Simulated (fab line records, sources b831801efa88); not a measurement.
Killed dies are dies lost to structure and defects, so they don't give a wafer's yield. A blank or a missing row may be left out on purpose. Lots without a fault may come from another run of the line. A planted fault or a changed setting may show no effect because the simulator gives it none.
fab line records | flow sky130
record lots=5 wafers=15 last_day=50
route steps=708 shown VIA3@585 METAL4@598
lots that met no fault: from a run of the same line without faults
start_h: hours from the record's first day to the start of the lot's first wafer shown | wait_h: hours since the lot's step before | " the same as in the row above | L1.1+2: a row that stands for several wafers | - no value, or no start given | * or withheld: withheld | < > ~ a bound
route shown NAME@n: a module of which the file shows steps, and the number in the route of the first | usual: mean/standard deviation of fault-free wafers | same: alike in all rows | chamber/n: place in a boat | sites: the reading at each site | _std_site: their standard deviation | _edge_site: outer sites' mean less inner sites' | radius_mm: how far each site lies from the wafer's centre | mask NAME#n: copy n | behind: the tool/chamber that last shaped the wafer | hold: why the lot was held/for how many hours/how that ended | device: the transistor (n, p or np) that didn't switch | end of line: the same wafers' tests at the end of the route | a step without rows: its recipe alone | killed: dies lost to structure and defects at the first sort, not the wafer's yield | map: a wafer's dies, x killed, . not, _ none there
set.NAME: the setting as run; set.NAME@STEP: as run at that earlier step | model.NAME: the simulator's own value behind a step, which no gauge read
lots at some steps of the route; a table a step, a row a wafer
services: from which hour (start_h, from the record's first day; less than 0 if before it) a tool's chamber was out of use, for how many hours, and why
## steps
# step SKY_VIA3_CD_MEAS_12
# recipe target_cd_nm=200
# usual cd_nm=200.4/1.5
# columns lot.wafer tool chamber start_h wait_h cd_nm
L786.4 cd_sem-01 - 960.40 - 200.3
L786.5 " - " " 199.4
L786.6 " - " " 200.6
L795.1 cd_sem-02 - 1012.04 - 201.6
L795.5 " - " " 203.1
L795.6 " - " " 201.5
L797.1 cd_sem-01 - 1027.99 - 199.7
L797.2 " - " " 199.8
L797.5 " - " " 199.7
L798.1 cd_sem-02 - 1030.46 - 202.2
L798.2 " - " " 201.8
L798.5 " - " " 202.8
L804.3 cd_sem-02 - 1066.90 - 201.0
L804.5 " - " " 201.7
L804.6 " - " " 200.8
# step SKY_VIA3_OVL_MEAS_13
# usual VIA3_OVL=-1/5.3
# columns lot.wafer tool chamber start_h wait_h VIA3_OVL[nm]
L786.4 overlay-02 - 960.48 0.1 -7
L786.5 " - " " -4
L786.6 " - " " -8
L795.1 overlay-02 - 1012.16 0.1 10
L795.5 " - " " 8
L795.6 " - " " 5
L797.1 overlay-02 - 1028.11 0.1 -8
L797.2 " - " " -5
L797.5 " - " " -1
L798.1 overlay-01 - 1030.58 0.1 -10
L798.2 " - " " -5
L798.5 " - " " -14
L804.3 overlay-01 - 1066.99 0.1 -5
L804.5 " - " " -2
L804.6 " - " " 5
# step SKY_VIA3_ETCH_14
# recipe chemistry=N2/H2 target=BARC ion_energy_ev=200 source_w=500 bias_w=100 pressure_mtorr=30 n2_flow_sccm=100 h2_flow_sccm=200 stop_on=SiO2 time_s=45.9 target_depth_a=600
# step SKY_VIA3_ETCH_15
# recipe target=SiO2 chemistry=C4F8/O2/Ar target_depth_nm=507 stop_on=TiN mask_material=KrF-thick source_w=1500 bias_w=1200 pressure_mtorr=40 c4f8_flow_sccm=withheld O2_flow_sccm=6 Ar_flow_sccm=300 time_s=78
# usual oes_product_au=0.946/0.0044
# columns lot.wafer tool chamber start_h wait_h oes_product_au rf_hours_counter_h
L786.4 rie_diel-02 3 960.54 0.0 0.952 24
L786.5 " 0 " " 0.947 -
L786.6 " 1 " " 0.944 -
L795.1 rie_diel-04 1 1012.24 0.0 0.949 21
L795.5 " 1 " " 0.953 -
L795.6 " 0 " " 0.948 -
L797.1 rie_diel-02 1 1028.19 0.0 0.937 11
L797.2 " 0 " " 0.952 28
L797.5 " 2 " " 0.946 -
L798.1 rie_diel-01 2 1030.66 0.0 0.947 8
L798.2 " 1 " " 0.946 9
L798.5 " 2 " " 0.952 -
L804.3 rie_diel-02 1 1067.06 0.0 0.940 13
L804.5 " 0 " " 0.944 -
L804.6 " 2 " " 0.946 -
# step SKY_VIA3_STRIP_16
# recipe chemistry=O2/N2 power_w=1400 pressure_mtorr=1500 platen_temp_c=withheld o2_flow_sccm=3000 n2_flow_sccm=300 overash_fraction=0.5
# usual drypump_motor_current_A=5.94/0.23 oes_product_au=0.403/0.0044 strip_time_to_endpoint_s=4.15/0.03
# columns lot.wafer tool chamber start_h wait_h drypump_motor_current_A oes_product_au rf_hours_counter_h strip_time_to_endpoint_s
L786.4 plasma_asher-03 1 960.63 0.1 6.15 0.407 - 4.12
L786.5 " 1 " " 6.13 0.406 - 4.12
L786.6 " 0 " " 5.64 0.400 - 4.14
L795.1 plasma_asher-04 0 1012.30 0.0 6.03 0.412 60 4.13
L795.5 " 1 " " 5.94 0.398 - 4.13
L795.6 " 0 " " 6.03 0.400 - 4.19
L797.1 plasma_asher-04 0 1028.25 0.0 6.03 0.399 61 4.19
L797.2 " 1 " " 5.89 0.399 61 4.12
L797.5 " 0 " " 6.01 0.413 - 4.21
L798.1 plasma_asher-04 1 1030.72 0.0 5.91 0.404 61 4.14
L798.2 " 0 " " 6.01 0.403 61 4.13
L798.5 " 1 " " 5.94 0.405 - 4.14
L804.3 plasma_asher-03 1 1067.15 0.1 6.17 0.404 - 4.16
L804.5 " 0 " " 5.65 0.404 - 4.17
L804.6 " 1 " " 6.15 0.402 - 4.19
# step SKY_VIA3_STRIP_17
# recipe chemistry=post_etch_residue_remover time_s=1200 temp_c=72.5
# step SKY_VIA3_CLEAN_18
# recipe chemistry=IPA time_s=180 temp_c=25
# step SKY_VIA3_CLEAN_19
# recipe chemistry=O3/DIW dry=n2_spin
# step SKY_VIA3_SPUTTER_20
# recipe material=TiN target_thk_nm=20 chamber_pressure_pa=5 power_w=4000 time_s=80
# usual throttle_valve_pct=30.2/1
# columns lot.wafer tool chamber start_h wait_h throttle_valve_pct
L786.4 pvd_sputter-03 - 961.23 0.0 30.9
L786.5 " - " " 31.8
L786.6 " - " " 30.8
L795.1 pvd_sputter-03 - 1012.89 0.0 29.7
L795.5 " - " " 31.8
L795.6 " - " " 30.8
L797.1 pvd_sputter-01 - 1028.85 0.0 30.5
L797.2 " - " " 29.6
L797.5 " - " " 30.2
L798.1 pvd_sputter-02 - 1031.31 0.0 30.4
L798.2 " - " " 29.9
L798.5 " - " " 30.0
L804.3 pvd_sputter-03 - 1067.71 0.0 29.5
L804.5 " - " " 28.6
L804.6 " - " " 30.8
# step SKY_VIA3_CVD_21
# recipe material=W target_thk_nm=390 time_s=117.31 temp_c=400 pressure_torr=40
# usual chamber_pressure_Torr=40.00/0.087 heater_power_w=787/28
# columns lot.wafer tool chamber start_h wait_h chamber_pressure_Torr heater_power_w
L786.4 cvd_w-01 0 961.34 0.1 40.05 786
L786.5 " 1 " " 39.98 748
L786.6 " 0 " " 40.05 797
L795.1 cvd_w-01 1 1012.95 0.0 39.92 753
L795.5 " 0 " " 40.13 794
L795.6 " 1 " " 39.91 776
L797.1 cvd_w-02 1 1028.91 0.0 40.21 828
L797.2 " 0 " " 39.96 768
L797.5 " 0 " " 39.95 768
L798.1 cvd_w-02 1 1031.37 0.0 40.05 806
L798.2 " 0 " " 40.07 779
L798.5 " 1 " " 40.07 810
L804.3 cvd_w-01 0 1067.81 0.1 40.04 818
L804.5 " 0 " " 39.97 821
L804.6 " 1 " " 39.92 754
# step SKY_VIA3_RS_MEAS_22
# recipe thk_meas_gauge=four-point-probe reads=W_of_VIA3_CVD_21+TiN_of_VIA3_SPUTTER_20
# usual VIA3_W_RS=0.2939/0.0027
# columns lot.wafer tool chamber start_h wait_h VIA3_W_RS[ohm/sq]
L786.4 film_metro-01 - 961.48 0.1 0.2967
L786.5 " - " " 0.2960
L786.6 " - " " 0.2973
L795.1 film_metro-03 - 1013.13 0.1 0.2929
L795.5 " - " " 0.2926
L795.6 " - " " 0.2942
L797.1 film_metro-01 - 1029.03 0.1 0.2973
L797.2 " - " " 0.2958
L797.5 " - " " 0.2960
L798.1 film_metro-03 - 1031.50 0.1 0.2970
L798.2 " - " " 0.2985
L798.5 " - " " 0.2941
L804.3 film_metro-01 - 1067.93 0.1 0.2916
L804.5 " - " " 0.2910
L804.6 " - " " 0.2946
# step SKY_VIA3_THK_MEAS_23
# recipe thk_meas_gauge=xrf reads=W_of_VIA3_CVD_21
# usual VIA3_W_THK=394/4.7
# columns lot.wafer tool chamber start_h wait_h VIA3_W_THK[nm]
L786.4 film_metro-01 - 961.57 0.1 388
L786.5 " - " " 393
L786.6 " - " " 389
L795.1 film_metro-03 - 1013.25 0.1 394
L795.5 " - " " 393
L795.6 " - " " 394
L797.1 film_metro-01 - 1029.15 0.1 387
L797.2 " - " " 389
L797.5 " - " " 390
L798.1 film_metro-03 - 1031.62 0.1 387
L798.2 " - " " 389
L798.5 " - " " 394
L804.3 film_metro-01 - 1068.03 0.1 399
L804.5 " - " " 398
L804.6 " - " " 392
# step SKY_VIA3_CMP_24
# recipe stop_on=SiO2 t_overpolish_s=20 down_force_psi=3.5 platen_rpm=60 target_thk_nm=0 pad_velocity_m_s=0.94248
# usual motor_current_A=11.3/1.4 overpolish_run_s=19.999/0.009 retaining_ring_pressure_frac=0.999/0.0045 time_to_endpoint_s=95/4.6
# columns lot.wafer tool chamber start_h wait_h motor_current_A overpolish_run_s retaining_ring_pressure_frac time_to_endpoint_s
L786.4 cmp-02 1 961.70 0.1 11.3 19.997 1.000 95
L786.6 " 3 " " 10.7 19.974 1.001 88
L786.5 " 0 " " 10.5 20.002 1.003 99
L795.1 cmp-02 2 1013.46 0.2 12.5 20.000 1.001 96
L795.5 " 3 " " 10.8 20.015 0.989 92
L795.6 " 0 " " 9.9 20.005 1.006 99
L797.1 cmp-02 1 1029.21 0.1 11.3 19.999 0.998 92
L797.2 " 0 " " 9.9 0.042 0.999 149
L797.5 " 1 " " 11.1 19.996 0.997 94
L798.2 cmp-01 3 1031.68 0.0 13.0 19.991 0.998 100
L798.1 " 0 " " 11.7 20.003 1.001 95
L798.5 " 3 " " 11.9 20.006 0.996 97
L804.3 cmp-01 3 1068.07 0.0 11.3 19.999 0.996 100
L804.5 " 3 " " 11.7 19.994 1.000 100
L804.6 " 0 " " 12.2 20.005 1.003 97
# step SKY_METAL4_SPUTTER_00
# recipe material=Ti target_thk_nm=15 power_w=3000 time_s=10 chamber_pressure_pa=0.4
# usual throttle_valve_pct=29.9/0.99
# columns lot.wafer tool chamber start_h wait_h throttle_valve_pct
L786.4 pvd_sputter-02 - 961.90 0.1 27.7
L786.5 " - " " 30.6
L786.6 " - " " 30.2
L795.1 pvd_sputter-01 - 1013.61 0.1 30.8
L795.5 " - " " 30.8
L795.6 " - " " 31.7
L797.1 pvd_sputter-02 - 1029.51 0.2 30.2
L797.5 " - " " 30.9
L798.1 pvd_sputter-04 - 1031.98 0.2 30.7
L798.2 " - " " 30.4
L798.5 " - " " 30.1
L804.3 pvd_sputter-04 - 1068.37 0.2 30.7
L804.5 " - " " 30.5
L804.6 " - " " 30.2
## services
# columns tool chamber start_h hours kind
pvd_sputter-04 - 939.48 7.5 repair
rie_diel-02 1 940.97 7.1 repair
plasma_asher-03 - 942.82 0.3 repair
pvd_sputter-01 - 948.70 1.9 repair
cvd_w-01 0 950.89 4.2 repair
pvd_sputter-03 - 953.60 6.0 repair
pvd_sputter-03 - 954.75 1.9 repair
cvd_w-02 0 966.66 3.1 repair
cmp-02 - 968.46 0.4 repair
cvd_w-01 0 976.42 11.2 repair
plasma_asher-04 - 977.56 0.6 repair
rie_diel-02 0 980.81 16.0 repair
rie_diel-01 3 986.59 2.6 repair
rie_diel-02 3 987.27 14.8 repair
cmp-02 - 990.53 1.0 repair
cvd_w-02 - 997.24 2.8 pm
pvd_sputter-01 - 998.38 2.1 repair
cmp-02 - 1004.42 0.9 repair
cmp-01 - 1006.89 4.5 pm
cvd_w-01 - 1021.50 6.0 pm
rie_diel-02 3 1043.51 118.2 repair
pvd_sputter-02 - 1047.64 4.9 repair
cmp-02 - 1058.96 8.2 pm
pvd_sputter-01 - 1063.41 7.6 repair
## key
first_sign step=SKY_VIA3_CMP_24 reading=overpolish_run_s direction=down sigmas=99+ usual=19.999 struck=0.042
effect step=SKY_VIA3_CMP_24 reading=time_to_endpoint_s direction=up sigmas=12 usual=* struck=*
met_at SKY_VIA3_CMP_24
struck_wafers L797.2
later_rows_left_out L797.2
sort_left_out L797.2
onset_between 1013.46 1029.21
fault kind=process_parameter_drift tool=cmp-02 chamber=0 onset_h=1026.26 steps=SKY_VIA3_CMP_24 channel=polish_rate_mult offset=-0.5 shape=step
# sort_left_out: the simulated sort isn't trusted on such a fault, so these wafers' sort isn't shown, and their yield isn't known
# later_rows_left_out: the simulator's readings of these wafers behind a module that went badly wrong aren't trusted and aren't shown, but for the sort
